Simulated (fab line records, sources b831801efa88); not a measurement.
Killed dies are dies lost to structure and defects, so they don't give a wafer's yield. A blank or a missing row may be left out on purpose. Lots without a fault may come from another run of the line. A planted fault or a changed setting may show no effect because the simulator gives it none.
Which tool did it? | flow gf180mcu | 12 lots, 36 wafers sampled, at 4 steps of a route of 602

WHAT THE GAUGES READ, wafer by wafer
GF_HV_LDD_CD_MEAS_07: target cd 400 nm. Usual: cd_nm 400.0 nm, standard deviation 2.5.
lot  | measured     | on        | cd_nm (nm)        | flag
L368 | day 10 00:35 | cd_sem-02 | 401.7 400.4 403.0 |
L372 | day 11 07:20 | cd_sem-01 | 398.1 399.9 400.9 |
L374 | day 11 18:18 | cd_sem-02 | 404.1 404.1 403.6 |
L377 | day 12 16:41 | cd_sem-01 | - - -             | OFF
L378 | day 13 04:45 | cd_sem-02 | - - -             | OFF
L379 | day 13 13:38 | cd_sem-01 | 397.9 399.1 399.2 |
L380 | day 14 09:39 | cd_sem-01 | 399.7 400.3 402.3 |
L386 | day 15 21:17 | cd_sem-01 | 397.1 394.7 396.2 |
L388 | day 16 06:12 | cd_sem-02 | 400.9 400.9 401.5 |
L389 | day 16 11:49 | cd_sem-01 | 404.0 400.0 401.8 |
L390 | day 17 03:31 | cd_sem-01 | 397.3 399.7 398.5 |
L391 | day 17 07:45 | cd_sem-01 | 399.8 400.2 400.0 |

GF_HV_LDD_TW_MEAS_23. Usual: HV_LDD_2_TW 1060, standard deviation 9.3.
lot  | measured     | on            | HV_LDD_2_TW    | flag
L368 | day 10 19:08 | film_metro-01 | 1065 1066 1072 |
L372 | day 12 02:44 | film_metro-02 | 1046 1048 1046 |
L374 | day 12 13:48 | film_metro-01 | 1066 1057 1061 |
L377 | day 13 13:28 | film_metro-03 | 2485 2471 2474 | OFF
L378 | day 14 01:30 | film_metro-01 | 2458 2475 2457 | OFF
L379 | day 14 10:23 | film_metro-02 | 1050 1046 1048 |
L380 | day 15 08:24 | film_metro-03 | 1068 1064 1067 |
L386 | day 16 19:32 | film_metro-03 | 1067 1066 1071 |
L388 | day 17 04:56 | film_metro-02 | 1047 1050 1052 |
L389 | day 17 11:40 | film_metro-02 | 1045 1054 1049 |
L390 | day 18 02:55 | film_metro-02 | 1050 1048 1046 |
L391 | day 18 08:08 | film_metro-01 | 1070 1075 1073 |

GF_HV_LDD_TW_MEAS_38. Usual: HV_LDD_3_TW 1442, standard deviation 10.
lot  | measured     | on            | HV_LDD_3_TW    | flag
L368 | day 11 14:20 | film_metro-03 | 1447 1450 1450 |
L372 | day 12 22:45 | film_metro-01 | 1443 1447 1440 |
L374 | day 13 10:40 | film_metro-03 | 1444 1442 1442 |
L377 | day 14 10:13 | film_metro-03 | 2585 2587 2586 | OFF
L378 | day 14 23:11 | film_metro-02 | 2538 2530 2527 | OFF
L379 | day 15 08:32 | film_metro-02 | 1425 1428 1437 |
L380 | day 16 06:46 | film_metro-02 | 1424 1419 1428 |
L386 | day 17 19:23 | film_metro-03 | 1444 1451 1447 |
L388 | day 18 04:39 | film_metro-01 | 1461 1457 1456 |
L389 | day 18 11:22 | film_metro-03 | 1449 1447 1448 |
L390 | day 19 03:37 | film_metro-01 | 1447 1450 1443 |
L391 | day 19 09:29 | film_metro-02 | 1432 1427 1423 |

WHICH TOOL RAN EACH LOT (tool, then ch and the chambers of the sampled wafers, then the start)
lot  | GF_HV_LDD_COAT_02
L368 | litho_track-02 ch 0, day 9 15:24
L372 | litho_track-03 ch 0, day 10 21:53
L374 | litho_track-02 ch 0, day 11 08:43
L377 | litho_track-01, day 12 06:48
L378 | litho_track-03, day 12 18:05
L379 | litho_track-02 ch 0, day 13 03:39
L380 | litho_track-02 ch 0, day 13 23:12
L386 | litho_track-02 ch 0, day 15 10:30
L388 | litho_track-01 ch 0, day 15 18:51
L389 | litho_track-03 ch 0, day 16 00:43
L390 | litho_track-02 ch 0, day 16 15:57
L391 | litho_track-03 ch 0, day 16 20:11
- GF_HV_LDD_COAT_02: resist thk 1000 nm.

WHAT THE TOOLS THEMSELVES READ (means of the sampled wafers that have a number; where no wafer has one, the mark that the record gives instead)
GF_HV_LDD_COAT_02. Usual: chill_plate_temp_C 23.03 C, standard deviation 0.099; dispense_pressure_kPa 51 kPa, standard deviation 3.4.
lot  | tool           | chill_plate_temp_C (C) | dispense_pressure_kPa (kPa) | flag
L368 | litho_track-02 | 23.16                  | 53                          |
L372 | litho_track-03 | 23.09                  | 45                          |
L374 | litho_track-02 | 23.11                  | 54                          |
L377 | litho_track-01 | -                      | -                           | OFF
L378 | litho_track-03 | -                      | -                           | OFF
L379 | litho_track-02 | 23.13                  | 53                          |
L380 | litho_track-02 | 22.97                  | 54                          |
L386 | litho_track-02 | 23.01                  | 54                          |
L388 | litho_track-01 | 23.06                  | 50                          |
L389 | litho_track-03 | 23.01                  | 45                          |
L390 | litho_track-02 | 22.98                  | 54                          |
L391 | litho_track-03 | 22.97                  | 45                          |

THE ANSWER, worked out from the rows above alone
Rule: a lot is off if the mean of its wafers that have a number lies more than 3 standard deviations from the usual mean. A lot without any number at a reading at which 4 lots or more have one is off too. The other lots that the step has rows for count as sound. The gauges are gone through in route order, then the tools' own readings, and for those a lot's mean is taken as printed above. The first step at which some lot is off is used, and at that step the reading that is off furthest; a lot without a number counts as furthest.
Off: L377, L378, at GF_HV_LDD_CD_MEAS_07 (cd_nm). Without a number there: L377, L378.
A tool fits if, at a process step before that reading, it ran every lot that is off, and no sound lot after the first of them. The gauges at GF_HV_LDD_CD_MEAS_07 aren't tried: what is off there is off at GF_HV_LDD_TW_MEAS_23 too, on other tools, and a gauge's error can't cause that. None of those tried fits.

WHAT THE SIMULATOR HAD PUT IN
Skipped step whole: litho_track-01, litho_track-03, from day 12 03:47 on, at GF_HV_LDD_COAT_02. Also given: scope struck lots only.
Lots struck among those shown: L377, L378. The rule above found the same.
